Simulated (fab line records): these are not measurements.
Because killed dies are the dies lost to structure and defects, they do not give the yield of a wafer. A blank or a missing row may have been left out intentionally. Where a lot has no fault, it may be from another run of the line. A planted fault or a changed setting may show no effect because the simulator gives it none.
fab line records ; flow sky130
[record] lots = 12; wafers = 36; last-day = 50
route steps=708 shown CAPM@537 METAL3@557 PAD_OPEN@708
lots with no fault: from the same line, run without faults
start-h: the number of hours between the record's first day and the start of the first shown wafer of the lot ; wait-h: hours since the lot's step before ; " unchanged from the row above ; L1.1+2: a row that stands for several wafers ; - no value present, or no start provided ; * or withheld: withheld ; < > ~ a bound
route shown NAME@n: names a module that has steps shown in the file, with the first one's number in the route ; usual: mean and standard deviation over wafers with no fault ; same: alike in all rows ; chamber/n: place in a boat ; sites: readings site by site ; _std_site: how widely they spread, as a standard deviation ; _edge_site: the outer-site mean with the inner-site mean subtracted ; radius-mm: how far each site lies from the wafer's centre ; mask NAME#n: copy n ; behind: the last tool/chamber to shape the wafer ; hold: reason for holding the lot/hours on hold/outcome of the hold ; device: transistor that didn't switch, given as n, p or np ; end of line: at the end of the route, the tests of the same wafers ; a step with no rows: only its recipe ; killed: dies that structure and defects cost at the first sort, which is not the same as the wafer's yield ; map: a wafer's dies, x killed, . not, _ none there
set.NAME: the setting that was run; set.NAME@STEP: the one run at that earlier step ; model.NAME: the simulator's own value behind a step, which no gauge read
a sample of lots followed through the steps of the route, with each step as a table and each wafer as a row
services: a tool's chamber out of use, with start hour (start-h, from the record's first day; less than 0 if before it), hours out, and reason
[[steps]]
[step SKY_CAPM_CVD_00]
[recipe] material = SiO2; target-thk-nm = 15.5; temp-c = 400; time-s = withheld; rf-w = 450
[usual] heater-power-w = 734/99
lot.wafer;tool;chamber;start-h;wait-h;heater-power-w
L888.1;pecvd-02;0;856.66;0.0;548
L888.3;pecvd-02;1;856.66;0.0;857
L888.6;pecvd-02;0;856.66;0.0;574
L889.4;pecvd-02;1;876.00;0.0;803
L889.5;pecvd-02;2;876.00;0.0;786
L889.6;pecvd-02;0;876.00;0.0;550
L891.3;pecvd-03;2;883.55;0.0;723
L891.4;pecvd-03;0;883.55;0.0;935
L891.6;pecvd-03;2;883.55;0.0;735
L893.2;pecvd-03;0;899.24;0.0;779
L893.3;pecvd-03;2;899.24;0.0;759
L893.5;pecvd-03;2;899.24;0.0;778
L897.2;pecvd-02;0;937.34;0.0;548
L897.3;pecvd-02;1;937.34;0.0;913
L897.4;pecvd-02;2;937.34;0.0;710
L901.1;pecvd-03;2;961.91;0.0;776
L901.2;pecvd-03;0;961.91;0.0;769
L901.5;pecvd-03;2;961.91;0.0;792
L905.2;pecvd-02;1;996.31;0.0;877
L905.3;pecvd-02;2;996.31;0.0;770
L905.5;pecvd-02;1;996.31;0.0;887
L906.1;pecvd-01;0;996.60;0.0;619
L906.3;pecvd-01;1;996.60;0.0;651
L906.5;pecvd-01;2;996.60;0.0;636
L907.3;pecvd-02;1;997.58;0.0;913
L907.4;pecvd-02;1;997.58;0.0;908
L907.6;pecvd-02;0;997.58;0.0;588
L908.2;pecvd-01;2;1003.78;0.0;732
L908.3;pecvd-01;1;1003.78;0.0;697
L908.5;pecvd-01;0;1003.78;0.0;747
L909.2;pecvd-02;1;1007.98;0.0;919
L909.3;pecvd-02;2;1007.98;0.0;744
L909.5;pecvd-02;0;1007.98;0.0;671
L910.2;pecvd-03;1;1018.01;0.0;688
L910.3;pecvd-03;2;1018.01;0.0;811
L910.4;pecvd-03;1;1018.01;0.0;707
[step SKY_CAPM_SPUTTER_02]
[recipe] material = TiN; target-thk-nm = 200; temp-c = 300; power-w = 6500; time-s = 166.7; chamber-pressure-pa = 0.4
[usual] cathode-dc-power-W = 6500.0/1.1; substrate-temp-c = 300.03/0.19; throttle-valve-pct = 30.3/1.3
lot.wafer;tool;chamber;start-h;wait-h;cathode-dc-power-W;substrate-temp-c;throttle-valve-pct
L888.1;pvd-sputter-02;-;856.75;0.1;6499.3;300.07;28.8
L888.3;pvd-sputter-02;-;856.75;0.1;6499.4;299.85;30.1
L888.6;pvd-sputter-02;-;856.75;0.1;6498.6;299.96;28.0
L889.4;pvd-sputter-01;-;876.07;0.0;6501.2;300.48;29.5
L889.5;pvd-sputter-01;-;876.07;0.0;6500.1;300.10;29.6
L889.6;pvd-sputter-01;-;876.07;0.0;6499.3;300.12;30.6
L891.3;pvd-sputter-04;-;883.63;0.0;6500.0;300.19;31.4
L891.4;pvd-sputter-04;-;883.63;0.0;6499.7;299.79;32.3
L891.6;pvd-sputter-04;-;883.63;0.0;6501.2;300.13;31.7
L893.2;pvd-sputter-02;-;899.32;0.0;6498.7;300.01;30.4
L893.3;pvd-sputter-02;-;899.32;0.0;6497.8;299.99;28.6
L893.5;pvd-sputter-02;-;899.32;0.0;6500.5;300.37;29.1
L897.2;pvd-sputter-02;-;937.43;0.0;6500.2;300.04;30.4
L897.3;pvd-sputter-02;-;937.43;0.0;6500.0;300.12;29.5
L897.4;pvd-sputter-02;-;937.43;0.0;6500.2;299.78;28.6
L901.1;pvd-sputter-01;-;961.99;0.1;6501.2;299.80;30.8
L901.2;pvd-sputter-01;-;961.99;0.1;6502.2;300.00;29.0
L901.5;pvd-sputter-01;-;961.99;0.1;6498.4;300.00;30.6
L905.2;pvd-sputter-01;-;996.40;0.0;6499.4;299.77;29.8
L905.3;pvd-sputter-01;-;996.40;0.0;6500.0;300.02;29.7
L905.5;pvd-sputter-01;-;996.40;0.0;6498.9;299.78;31.3
L906.1;pvd-sputter-04;-;996.68;0.1;6498.8;299.84;31.4
L906.3;pvd-sputter-04;-;996.68;0.1;6502.5;300.07;31.6
L906.5;pvd-sputter-04;-;996.68;0.1;6502.3;299.99;32.5
L907.3;pvd-sputter-04;-;997.66;0.0;6500.3;300.36;31.5
L907.4;pvd-sputter-04;-;997.66;0.0;6500.5;300.00;30.8
L907.6;pvd-sputter-04;-;997.66;0.0;6498.0;300.40;31.5
L908.2;pvd-sputter-01;-;1003.86;0.0;6498.4;300.05;30.6
L908.3;pvd-sputter-01;-;1003.86;0.0;6500.4;299.76;29.3
L908.5;pvd-sputter-01;-;1003.86;0.0;6499.6;299.87;28.8
L909.2;pvd-sputter-04;-;1008.06;0.0;6499.8;299.98;31.1
L909.3;pvd-sputter-04;-;1008.06;0.0;6500.0;300.35;32.5
L909.5;pvd-sputter-04;-;1008.06;0.0;6500.1;300.11;32.5
L910.2;pvd-sputter-02;-;1018.09;0.0;6499.2;300.33;29.1
L910.3;pvd-sputter-02;-;1018.09;0.0;6501.4;299.69;30.6
L910.4;pvd-sputter-02;-;1018.09;0.0;6499.7;300.03;28.1
[step SKY_METAL3_COAT_07]
[recipe] resist = BARC; temp-c = withheld; time-s = withheld; spin-rpm = 3000; resist-thk-nm = 60
[usual] spin-speed-rpm = 3000.0/2.2
lot.wafer;tool;chamber;start-h;wait-h;spin-speed-rpm
L888.1;litho-track-04;0;896.09;0.1;2997.3
L888.3;litho-track-04;0;896.09;0.1;2997.8
L888.6;litho-track-04;0;896.09;0.1;2998.5
L889.4;litho-track-02;0;914.12;0.1;2999.4
L889.5;litho-track-02;0;914.12;0.1;3002.4
L889.6;litho-track-02;0;914.12;0.1;2998.6
L891.3;litho-track-02;0;921.85;0.1;2998.2
L891.4;litho-track-02;0;921.85;0.1;3003.4
L891.6;litho-track-02;0;921.85;0.1;2999.1
L893.2;litho-track-04;0;937.16;0.1;2855.5
L893.3;litho-track-04;0;937.16;0.1;2855.8
L893.5;litho-track-04;0;937.16;0.1;2855.0
L897.2;litho-track-04;0;973.36;0.1;2852.0
L897.3;litho-track-04;0;973.36;0.1;2856.2
L897.4;litho-track-04;0;973.36;0.1;2857.9
L901.1;litho-track-02;0;997.65;0.1;3001.3
L901.2;litho-track-02;0;997.65;0.1;3000.1
L901.5;litho-track-02;0;997.65;0.1;3003.9
L905.2;litho-track-04;0;1030.81;0.1;2997.0
L905.3;litho-track-04;0;1030.81;0.1;2998.0
L905.5;litho-track-04;0;1030.81;0.1;2998.7
L906.1;litho-track-04;0;1031.59;0.1;3000.4
L906.3;litho-track-04;0;1031.59;0.1;3000.7
L906.5;litho-track-04;0;1031.59;0.1;3000.1
L907.3;litho-track-02;0;1032.40;0.1;2998.2
L907.4;litho-track-02;0;1032.40;0.1;2999.4
L907.6;litho-track-02;0;1032.40;0.1;3001.6
L908.2;litho-track-01;0;1037.74;0.1;2997.5
L908.3;litho-track-01;0;1037.74;0.1;2998.0
L908.5;litho-track-01;0;1037.74;0.1;2998.6
L909.2;litho-track-04;0;1041.71;0.1;2999.5
L909.3;litho-track-04;0;1041.71;0.1;2999.7
L909.5;litho-track-04;0;1041.71;0.1;3002.7
L910.2;litho-track-04;0;1051.61;0.1;2998.4
L910.3;litho-track-04;0;1051.61;0.1;2999.9
L910.4;litho-track-04;0;1051.61;0.1;3002.0
[step SKY_METAL3_DESCUM_15]
[recipe] chemistry = O2; source-power-w = 150; bias-power-w = 0; pressure-mtorr = 10; temp-c = 40; time-s = 8
[usual] drypump-motor-current-A = 5.8/0.44; oes-product-au = 0.997/0.0087; temp-c = 40.03/0.11
lot.wafer;tool;chamber;start-h;wait-h;drypump-motor-current-A;oes-product-au;rf-hours-counter-h;temp-c
L888.1;rie-metal-01;1;909.74;0.0;5.3;1.011;10;39.92
L888.3;rie-metal-01;1;909.74;0.0;5.3;1.010;-;39.97
L888.6;rie-metal-01;0;909.74;0.0;6.4;0.997;-;40.06
L889.4;rie-metal-01;0;927.00;0.0;6.4;0.994;-;40.13
L889.5;rie-metal-01;1;927.00;0.0;5.3;1.015;-;40.03
L889.6;rie-metal-01;0;927.00;0.0;6.4;0.997;-;40.21
L891.3;rie-metal-01;1;935.18;0.0;5.3;1.022;-;40.15
L891.4;rie-metal-01;0;935.18;0.0;6.4;0.995;-;40.10
L891.6;rie-metal-01;1;935.18;0.0;5.3;1.011;-;39.92
L893.2;rie-metal-04;1;949.34;0.0;6.1;0.985;13;40.10
L893.3;rie-metal-04;0;949.34;0.0;5.7;0.980;-;40.13
L893.5;rie-metal-04;0;949.34;0.0;5.7;0.983;-;40.10
L897.2;rie-metal-03;1;985.64;0.0;6.1;0.994;20;39.90
L897.3;rie-metal-03;1;985.64;0.0;6.0;0.997;-;40.02
L897.4;rie-metal-03;0;985.64;0.0;5.3;0.991;-;40.06
L901.1;rie-metal-01;0;1009.79;0.0;6.3;1.003;14;40.14
L901.2;rie-metal-01;1;1009.79;0.0;5.3;1.009;14;40.02
L901.5;rie-metal-01;0;1009.79;0.0;6.4;0.991;-;40.01
L905.2;rie-metal-03;0;1042.16;0.0;5.4;1.008;-;39.82
L905.3;rie-metal-03;0;1042.16;0.0;5.4;1.005;-;39.97
L905.5;rie-metal-03;0;1042.16;0.0;5.3;1.011;-;39.90
L906.1;rie-metal-04;0;1042.92;0.0;5.7;0.998;20;40.01
L906.3;rie-metal-04;0;1042.92;0.0;5.7;1.006;-;39.93
L906.5;rie-metal-04;0;1042.92;0.0;5.7;0.997;-;40.10
L907.3;rie-metal-01;0;1043.71;0.0;6.4;0.994;-;40.15
L907.4;rie-metal-01;1;1043.71;0.0;5.3;1.008;-;40.07
L907.6;rie-metal-01;1;1043.71;0.0;5.3;1.008;-;40.08
L908.2;rie-metal-04;0;1049.27;0.0;5.7;0.993;21;39.92
L908.3;rie-metal-04;0;1049.27;0.0;5.7;0.995;-;39.92
L908.5;rie-metal-04;0;1049.27;0.0;5.7;0.996;-;39.76
L909.2;rie-metal-03;0;1052.60;0.0;5.4;0.996;-;40.03
L909.3;rie-metal-03;0;1052.60;0.0;5.3;0.995;-;40.10
L909.5;rie-metal-03;0;1052.60;0.0;5.4;0.997;-;40.23
L910.2;rie-metal-03;1;1063.57;0.0;6.0;1.002;0;39.85
L910.3;rie-metal-03;0;1063.57;0.0;5.4;1.002;-;40.13
L910.4;rie-metal-03;1;1063.57;0.0;6.0;1.005;-;40.18
[step SKY_PAD_OPEN_PROBE_99]
[usual] defect-limited-yield = 82.4/2.1; killed_at_M0_to_M3 = 43/7.4; killed_at_M4_up = 3.1/1.9; killed-at-contacts = 25/5.4; killed-at-front-end = 15/4.3; killed-at-other = 0.3/0.54; killed-dies = 86/10; killed-open = 46/7.4; killed-short = 40/7; sort_bin_3_pad_short = 0.9/0.39; sort_bin_5_function = 10.3/1.6; sort_bin_6_memory = 6.4/1.1; sort-n-pass = 406/10; sort-yield-pct = 82.4/2.1
[same] gross-dies = 492; killed-at-back-side = 0; sort_bin_4_leakage[%] = 0; sort_bin_8_speed[%] = 0
lot.wafer;tool;chamber;start-h;wait-h;defect-limited-yield[%];killed_at_M0_to_M3;killed_at_M4_up;killed-at-contacts;killed-at-front-end;killed-at-other;killed-dies;killed-open;killed-short;sort_bin_3_pad_short[%];sort_bin_5_function[%];sort_bin_6_memory[%];sort-n-pass;sort-yield-pct[%]
L888.1;prober-02;-;1080.63;0.1;82.7;48;2;23;12;0;85;43;42;0.4;11.0;5.9;407;82.7
L888.3;prober-02;-;1080.73;0.2;81.1;49;5;20;19;0;93;54;38;1.2;11.4;6.3;399;81.1
L888.6;prober-02;-;1080.88;0.2;80.1;48;6;27;17;0;98;57;40;0.8;11.6;7.5;394;80.1
L889.4;prober-01;-;1094.62;0.2;77.8;63;3;26;17;0;109;62;47;0.6;11.6;10.0;383;77.8
L889.5;prober-01;-;1094.67;0.2;82.5;38;1;26;21;0;86;44;42;0.4;8.7;8.3;406;82.5
L889.6;prober-01;-;1094.72;0.2;84.1;39;7;24;8;0;78;44;34;0.8;8.9;6.1;414;84.1
L891.3;prober-01;-;1104.36;0.2;81.5;42;3;22;23;1;91;41;48;1.2;10.4;6.9;401;81.5
L891.4;prober-01;-;1104.41;0.2;81.1;45;3;27;18;0;93;49;43;1.2;9.8;7.9;399;81.1
L891.6;prober-01;-;1104.51;0.2;81.9;43;4;23;19;0;89;47;42;0.4;9.6;8.1;403;81.9
L893.2;prober-01;-;1114.26;0.1;81.5;45;2;31;13;0;91;49;42;0.4;11.2;6.9;401;81.5
L893.3;prober-01;-;1114.31;0.2;83.5;36;4;26;15;0;81;56;25;0.6;9.6;6.3;411;83.5
L893.5;prober-01;-;1114.41;0.2;79.3;53;2;30;16;1;102;60;42;1.2;13.0;6.5;390;79.3
L897.2;prober-01;-;1144.24;0.1;81.9;52;1;27;8;1;89;55;34;0.4;10.8;6.9;403;81.9
L897.3;prober-01;-;1144.29;0.2;86.8;33;1;25;6;0;65;33;32;0.6;7.5;5.1;427;86.8
L897.4;prober-01;-;1144.34;0.2;83.1;42;8;23;10;0;83;38;44;0.6;9.8;6.5;409;83.1
L901.1;prober-01;-;1162.74;0.1;83.1;37;0;29;15;2;83;51;31;0.4;8.7;7.7;409;83.1
L901.2;prober-01;-;1162.79;0.1;81.7;47;2;20;20;1;90;45;45;0.8;12.0;5.5;402;81.7
L901.5;prober-01;-;1162.94;0.2;81.1;41;4;24;23;1;93;44;49;0.4;10.8;7.7;399;81.1
L905.2;prober-01;-;1189.67;0.1;83.3;40;4;18;18;2;82;41;40;1.0;10.4;5.3;410;83.3
L905.3;prober-01;-;1189.72;0.2;85.2;40;0;26;7;0;73;44;29;0.6;10.2;4.1;419;85.2
L905.5;prober-01;-;1189.82;0.2;84.6;38;3;15;19;1;76;41;34;0.6;8.7;6.1;416;84.6
L906.1;prober-02;-;1189.70;0.1;85.6;33;2;22;14;0;71;28;42;0.8;7.3;6.3;421;85.6
L906.3;prober-02;-;1189.80;0.2;83.3;42;5;18;17;0;82;47;34;1.0;10.0;5.7;410;83.3
L906.5;prober-02;-;1189.90;0.2;83.5;40;4;24;13;0;81;46;35;0.6;10.8;5.1;411;83.5
L907.3;prober-01;-;1191.22;0.2;80.9;45;2;29;17;1;94;48;44;0.8;12.0;6.3;398;80.9
L907.4;prober-01;-;1191.27;0.2;85.0;39;1;25;8;1;74;41;33;1.0;9.8;4.3;418;85.0
L907.6;prober-01;-;1191.37;0.2;83.1;47;5;20;11;0;83;39;43;1.0;10.6;5.3;409;83.1
L908.2;prober-02;-;1194.04;0.1;85.2;39;2;22;10;0;73;46;27;0;9.3;5.5;419;85.2
L908.3;prober-02;-;1194.09;0.2;84.1;39;2;22;15;0;78;44;34;1.4;8.3;6.1;414;84.1
L908.5;prober-02;-;1194.19;0.2;81.1;47;3;21;22;0;93;45;48;0.2;12.8;5.9;399;81.1
L909.2;prober-01;-;1197.45;0.1;85.2;33;0;28;12;0;73;42;30;0.8;9.3;4.7;419;85.2
L909.3;prober-01;-;1197.50;0.2;83.7;40;2;29;9;0;80;41;38;0.8;10.2;5.3;412;83.7
L909.5;prober-01;-;1197.60;0.2;83.3;48;5;14;15;0;82;41;38;0.4;10.0;6.3;410;83.3
L910.2;prober-02;-;1204.09;0.1;82.9;50;7;17;10;0;84;42;42;0.6;10.0;6.5;408;82.9
L910.3;prober-02;-;1204.14;0.2;85.6;42;4;15;9;1;71;36;35;0.6;7.9;5.9;421;85.6
L910.4;prober-02;-;1204.19;0.2;83.1;52;3;14;13;1;83;43;40;1.2;10.6;5.1;409;83.1
// killed by level:class
L888.1 VIA1:geometric-particle:short=9 VIA1:geometric-particle:open=8 VIA3:geometric-particle:open=8 CONTACT:geometric-particle:open=7 LI_CONTACT:geometric-particle:open=6 METAL2:geometric-particle:short=5 LOCAL_INTERCONNECT:geometric-particle:short=4 VIA2:geometric-particle:open=4
L888.3 VIA1:geometric-particle:open=11 CONTACT:geometric-particle:open=10 VIA3:geometric-particle:open=9 VIA2:geometric-particle:open=8 VIA3:geometric-particle:short=7 LI_CONTACT:geometric-particle:open=6 VIA1:geometric-particle:short=6 FIELD_ISO:geometric-particle:short=5
L888.6 VIA1:geometric-particle:open=12 CONTACT:geometric-particle:open=10 LI_CONTACT:geometric-particle:open=9 FIELD_ISO:geometric-particle:open=7 VIA2:geometric-particle:open=7 METAL1:geometric-particle:short=7 FIELD_ISO:geometric-particle:short=4 LOCAL_INTERCONNECT:geometric-particle:short=4
L889.4 VIA1:geometric-particle:open=18 METAL2:geometric-particle:short=12 VIA2:geometric-particle:open=10 LI_CONTACT:geometric-particle:open=7 CONTACT:geometric-particle:short=7 VIA3:geometric-particle:open=7 CONTACT:geometric-particle:open=6 FIELD_ISO:geometric-particle:open=5
L889.5 CONTACT:geometric-particle:open=10 LOCAL_INTERCONNECT:geometric-particle:short=7 LI_CONTACT:geometric-particle:open=6 VIA1:geometric-particle:short=6 VIA2:geometric-particle:open=6 VIA1:geometric-particle:open=5 METAL2:geometric-particle:short=5 VIA3:geometric-particle:open=5
L889.6 LI_CONTACT:geometric-particle:open=10 VIA3:geometric-particle:open=10 METAL2:geometric-particle:short=8 CONTACT:geometric-particle:open=7 METAL1:geometric-particle:short=5 VIA1:geometric-particle:open=4 LI_CONTACT:geometric-particle:short=4 METAL4:geometric-particle:short=4
L891.3 LI_CONTACT:geometric-particle:open=7 METAL2:geometric-particle:short=7 FIELD_ISO:geometric-particle:short=6 VIA1:geometric-particle:short=6 FIELD_ISO:geometric-particle:open=5 CONTACT:geometric-particle:short=5 CONTACT:geometric-particle:open=5 VIA2:geometric-particle:open=5
L891.4 CONTACT:geometric-particle:open=11 VIA2:geometric-particle:open=7 VIA1:geometric-particle:open=7 METAL2:geometric-particle:short=7 FIELD_ISO:geometric-particle:open=6 FIELD_ISO:geometric-particle:short=5 LI_CONTACT:geometric-particle:open=5 CONTACT:geometric-particle:short=4
L891.6 VIA1:geometric-particle:open=11 VIA3:geometric-particle:open=9 LOCAL_INTERCONNECT:geometric-particle:short=7 METAL1:geometric-particle:short=6 METAL2:geometric-particle:short=6 CONTACT:geometric-particle:open=6 CONTACT:geometric-particle:short=5 SPACER:geometric-particle:open=4
L893.2 VIA1:geometric-particle:open=11 CONTACT:geometric-particle:open=10 VIA2:geometric-particle:open=10 LOCAL_INTERCONNECT:geometric-particle:short=7 METAL1:geometric-particle:short=6 LI_CONTACT:geometric-particle:open=5 CONTACT:geometric-particle:short=5 POLY_GATE:geometric-particle:short=4
L893.3 CONTACT:geometric-particle:open=17 VIA1:geometric-particle:open=9 VIA2:geometric-particle:open=7 FIELD_ISO:geometric-particle:short=5 LI_CONTACT:geometric-particle:open=5 VIA3:geometric-particle:open=5 METAL1:geometric-particle:short=5 FIELD_ISO:geometric-particle:open=4
L893.5 CONTACT:geometric-particle:open=14 VIA1:geometric-particle:open=12 VIA3:geometric-particle:open=7 LI_CONTACT:geometric-particle:open=6 METAL1:geometric-particle:short=6 FIELD_ISO:geometric-particle:open=5 FIELD_ISO:geometric-particle:short=5 LOCAL_INTERCONNECT:geometric-particle:short=5
L897.2 VIA1:geometric-particle:open=11 CONTACT:geometric-particle:open=10 VIA3:geometric-particle:open=10 LI_CONTACT:geometric-particle:open=9 METAL2:geometric-particle:short=8 VIA2:geometric-particle:open=6 CONTACT:geometric-particle:short=5 METAL1:geometric-particle:short=4
L897.3 CONTACT:geometric-particle:open=8 VIA1:geometric-particle:open=7 CONTACT:geometric-particle:short=6 METAL2:geometric-particle:short=6 VIA3:geometric-particle:open=5 LI_CONTACT:geometric-particle:short=4 LI_CONTACT:geometric-particle:open=4 VIA2:geometric-particle:open=4
L897.4 VIA1:geometric-particle:open=11 CONTACT:geometric-particle:open=8 METAL2:geometric-particle:short=8 METAL4:geometric-particle:short=7 LI_CONTACT:geometric-particle:open=6 VIA2:geometric-particle:open=6 VIA1:geometric-particle:short=5 CONTACT:geometric-particle:short=5
L901.1 VIA1:geometric-particle:open=13 LI_CONTACT:geometric-particle:open=12 LI_CONTACT:geometric-particle:short=9 VIA2:geometric-particle:open=6 METAL1:geometric-particle:short=5 VIA3:geometric-particle:open=5 CONTACT:geometric-particle:open=4 FIELD_ISO:geometric-particle:short=3
L901.2 VIA1:geometric-particle:open=9 CONTACT:geometric-particle:open=7 METAL1:geometric-particle:short=7 LOCAL_INTERCONNECT:geometric-particle:short=6 METAL2:geometric-particle:short=6 POLY_GATE:geometric-particle:short=5 LI_CONTACT:geometric-particle:open=5 VIA3:geometric-particle:open=5
L901.5 LI_CONTACT:geometric-particle:open=8 VIA1:geometric-particle:open=8 CONTACT:geometric-particle:open=7 FIELD_ISO:geometric-particle:short=6 METAL1:geometric-particle:short=6 VIA1:geometric-particle:short=5 METAL2:geometric-particle:short=5 VIA2:geometric-particle:open=5
L905.2 VIA3:geometric-particle:open=10 LI_CONTACT:geometric-particle:open=7 POLY_GATE:geometric-particle:short=5 METAL1:geometric-particle:short=5 METAL2:geometric-particle:short=5 VIA3:geometric-particle:short=4 LI_CONTACT:geometric-particle:short=4 VIA2:geometric-particle:open=4
L906.1 METAL2:geometric-particle:short=7 METAL3:geometric-particle:short=6 LOCAL_INTERCONNECT:geometric-particle:short=5 CONTACT:geometric-particle:open=5 VIA1:geometric-particle:open=5 CONTACT:geometric-particle:short=4 LI_CONTACT:geometric-particle:short=4 LI_CONTACT:geometric-particle:open=4
L905.3 LI_CONTACT:geometric-particle:open=13 VIA1:geometric-particle:open=9 VIA1:geometric-particle:short=9 CONTACT:geometric-particle:open=6 VIA3:geometric-particle:open=5 LOCAL_INTERCONNECT:geometric-particle:short=3 VIA2:geometric-particle:open=3 METAL2:geometric-particle:short=3
L906.3 VIA1:geometric-particle:open=16 CONTACT:geometric-particle:open=7 VIA3:geometric-particle:open=6 FIELD_ISO:geometric-particle:short=5 FIELD_ISO:geometric-particle:open=5 LOCAL_INTERCONNECT:geometric-particle:short=5 METAL2:geometric-particle:short=5 METAL4:geometric-particle:short=5
L905.5 LI_CONTACT:geometric-particle:open=9 VIA2:geometric-particle:open=7 FIELD_ISO:geometric-particle:short=6 VIA1:geometric-particle:open=6 VIA3:geometric-particle:open=6 POLY_GATE:geometric-particle:short=5 METAL3:geometric-particle:short=5 FIELD_ISO:geometric-particle:open=4
L906.5 VIA1:geometric-particle:open=11 LI_CONTACT:geometric-particle:open=7 CONTACT:geometric-particle:open=7 METAL2:geometric-particle:short=6 VIA3:geometric-particle:open=6 VIA2:geometric-particle:open=5 FIELD_ISO:geometric-particle:open=4 LOCAL_INTERCONNECT:geometric-particle:short=4
L907.3 CONTACT:geometric-particle:open=13 METAL2:geometric-particle:short=11 VIA1:geometric-particle:open=9 FIELD_ISO:geometric-particle:short=7 LI_CONTACT:geometric-particle:open=6 VIA2:geometric-particle:open=6 VIA3:geometric-particle:open=5 CONTACT:geometric-particle:short=4
L907.4 LI_CONTACT:geometric-particle:open=12 VIA1:geometric-particle:open=11 VIA2:geometric-particle:open=6 CONTACT:geometric-particle:open=5 METAL2:geometric-particle:short=5 METAL3:geometric-particle:short=4 POLY_GATE:geometric-particle:short=4 LOCAL_INTERCONNECT:geometric-particle:short=4
L907.6 VIA1:geometric-particle:open=14 CONTACT:geometric-particle:short=10 VIA2:geometric-particle:open=10 VIA1:geometric-particle:short=7 FIELD_ISO:geometric-particle:short=4 LOCAL_INTERCONNECT:geometric-particle:short=4 METAL1:geometric-particle:short=4 METAL4:geometric-particle:short=4
L908.2 CONTACT:geometric-particle:open=12 VIA1:geometric-particle:open=11 VIA2:geometric-particle:open=9 METAL1:geometric-particle:short=6 POLY_GATE:geometric-particle:short=4 CONTACT:geometric-particle:short=4 VIA3:geometric-particle:open=4 FIELD_ISO:geometric-particle:short=3
L908.3 CONTACT:geometric-particle:open=9 VIA1:geometric-particle:open=8 VIA1:geometric-particle:short=6 VIA2:geometric-particle:open=6 CONTACT:geometric-particle:short=5 METAL1:geometric-particle:short=4 VIA3:geometric-particle:open=4 FIELD_ISO:geometric-particle:open=3
L908.5 METAL1:geometric-particle:short=11 VIA1:geometric-particle:open=8 LI_CONTACT:geometric-particle:open=7 VIA3:geometric-particle:open=7 CONTACT:geometric-particle:short=6 FIELD_ISO:geometric-particle:short=5 VIA2:geometric-particle:open=5 POLY_GATE:geometric-particle:open=4
L909.2 CONTACT:geometric-particle:open=10 LI_CONTACT:geometric-particle:open=8 VIA1:geometric-particle:open=8 CONTACT:geometric-particle:short=5 METAL2:geometric-particle:short=5 POLY_GATE:geometric-particle:short=3 POLY_GATE:geometric-particle:open=3 LOCAL_INTERCONNECT:geometric-particle:short=3
L909.3 CONTACT:geometric-particle:open=9 LI_CONTACT:geometric-particle:open=9 VIA2:geometric-particle:open=6 LOCAL_INTERCONNECT:geometric-particle:short=6 METAL1:geometric-particle:short=6 VIA1:geometric-particle:open=6 VIA1:geometric-particle:short=6 METAL2:geometric-particle:short=4
L909.5 VIA1:geometric-particle:open=11 LI_CONTACT:geometric-particle:open=7 METAL1:geometric-particle:short=6 VIA1:geometric-particle:short=5 METAL2:geometric-particle:short=5 VIA2:geometric-particle:open=5 FIELD_ISO:geometric-particle:open=4 CONTACT:geometric-particle:short=4
L910.2 VIA1:geometric-particle:open=8 VIA2:geometric-particle:open=8 CONTACT:geometric-particle:open=7 VIA3:geometric-particle:open=6 METAL1:geometric-particle:short=6 METAL4:geometric-particle:short=6 VIA2:geometric-particle:short=5 VIA3:geometric-particle:short=5
L910.3 VIA1:geometric-particle:open=11 CONTACT:geometric-particle:open=9 METAL1:geometric-particle:short=7 VIA2:geometric-particle:open=5 VIA1:geometric-particle:short=4 VIA2:geometric-particle:short=4 METAL2:geometric-particle:short=3 VIA3:geometric-particle:open=3
L910.4 VIA1:geometric-particle:open=11 METAL1:geometric-particle:short=7 VIA1:geometric-particle:short=7 LI_CONTACT:geometric-particle:open=6 CONTACT:geometric-particle:open=6 METAL2:geometric-particle:short=5 VIA2:geometric-particle:short=5 VIA3:geometric-particle:open=5
[[services]]
tool;chamber;start-h;hours;kind
pvd-sputter-04;-;833.20;7.6;repair
pecvd-03;0;840.50;3.5;repair
pecvd-01;-;846.74;1.3;repair
pecvd-01;-;859.19;0.7;repair
rie-metal-01;-;863.92;2.8;pm
litho-track-02;-;868.82;-;consumable-replace:filter
rie-metal-03;-;880.64;0.6;repair
rie-metal-03;0;886.95;-;clean
rie-metal-03;0;886.95;19.8;scheduled-down
rie-metal-03;0;886.95;19.8;vent-cycle
pvd-sputter-04;-;892.02;9.0;repair
pecvd-03;2;896.45;2.1;scheduled-down
pecvd-02;2;896.64;2.1;scheduled-down
pecvd-03;0;900.12;2.1;scheduled-down
pvd-sputter-04;-;939.78;1.8;repair
pecvd-02;0;940.23;2.1;scheduled-down
pecvd-03;2;951.42;5.5;scheduled-down
pecvd-03;-;969.99;28.1;pm
rie-metal-01;1;980.49;15.3;repair
rie-metal-03;0;994.42;15.9;repair
rie-metal-04;-;1010.92;2.8;pm
rie-metal-03;1;1036.21;-;clean
pecvd-01;-;1044.52;6.0;pm
rie-metal-04;-;1051.05;0.1;repair
[[key]]
[first-sign] step = SKY_METAL3_COAT_07; reading = spin-speed-rpm; direction = down; sigmas = 67; usual = 3000.0; struck = 2855.4
effect none on later readings
met-at SKY_METAL3_COAT_07
struck-lots L893,L897
not-acting-at SKY_CAPM_CVD_00,SKY_CAPM_SPUTTER_02,SKY_METAL3_DESCUM_15
onset-between 896.09 937.16
[fault] kind = process-parameter-drift; tool = litho-track-04; chamber = -; onset-h = 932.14; steps = SKY_METAL3_COAT_07; channel = spin-rpm; offset = -144.71; shape = step; end-h = 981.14; acts-in = these-recipes-only; stated = 3000
